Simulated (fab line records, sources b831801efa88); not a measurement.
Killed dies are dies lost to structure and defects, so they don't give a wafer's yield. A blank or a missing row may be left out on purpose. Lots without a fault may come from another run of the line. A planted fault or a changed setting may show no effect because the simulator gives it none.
Chamber matching | flow gf180mcu | GF_PASSIVATION_CVD_02 on pecvd-04: 3 sister chambers
The step deposits Si3N4, target thk 700 nm, time 486.18 s. 6 wafers are shown with their chamber, then 12 later ones without.

WAFERS WITH THEIR CHAMBER
wafer  | chamber | heater_power_w (W)
L081.3 | 2       | 643
L081.4 | 1       | 697
L081.6 | 0       | 604
L089.1 | 2       | 551
L089.5 | 0       | 616
L089.6 | 1       | 576

WAFERS WITHOUT THEIR CHAMBER
wafer  | heater_power_w (W)
L092.1 | 606
L092.4 | 561
L092.6 | 597
L095.1 | 594
L095.3 | 617
L095.6 | 600
L096.1 | 721
L096.2 | 574
L096.3 | 576
L096.4 | 590
L096.5 | 638
L096.6 | 631

WHICH CHAMBER EACH WENT THROUGH
wafer  | from the rows above          | in truth
L092.1 | can't be placed: 0 or 2 or 1 | 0
L092.4 | can't be placed: 2 or 0 or 1 | 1
L092.6 | can't be placed: 2 or 0 or 1 | 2
L095.1 | can't be placed: 2 or 0 or 1 | 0
L095.3 | can't be placed: 0 or 1 or 2 | 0
L095.6 | can't be placed: 2 or 0 or 1 | 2
L096.1 | can't be placed: 1 or 0 or 2 | 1
L096.2 | can't be placed: 2 or 0 or 1 | 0
L096.3 | can't be placed: 2 or 0 or 1 | 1
L096.4 | can't be placed: 2 or 0 or 1 | 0
L096.5 | can't be placed: 1 or 0 or 2 | 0
L096.6 | can't be placed: 1 or 0 or 2 | 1
Placed correctly: 0 of 12. Can't be placed from these rows: 12 (the true chamber is among the candidates in 12). Placed wrongly: 0.
How it was worked out, from the rows above alone: a wafer's distance from a chamber is the root of the sum, over the readings, of the square of ((its reading less the chamber's mean) divided by the reading's scatter). The wafer belongs to the nearest chamber; if the next one is less than 2 further off, it can't be placed. A chamber's mean is the mean of its shown wafers. The scatter: the root of (the sum of the squares of (reading less its chamber's mean) over the shown wafers, divided by (wafers less chambers)).
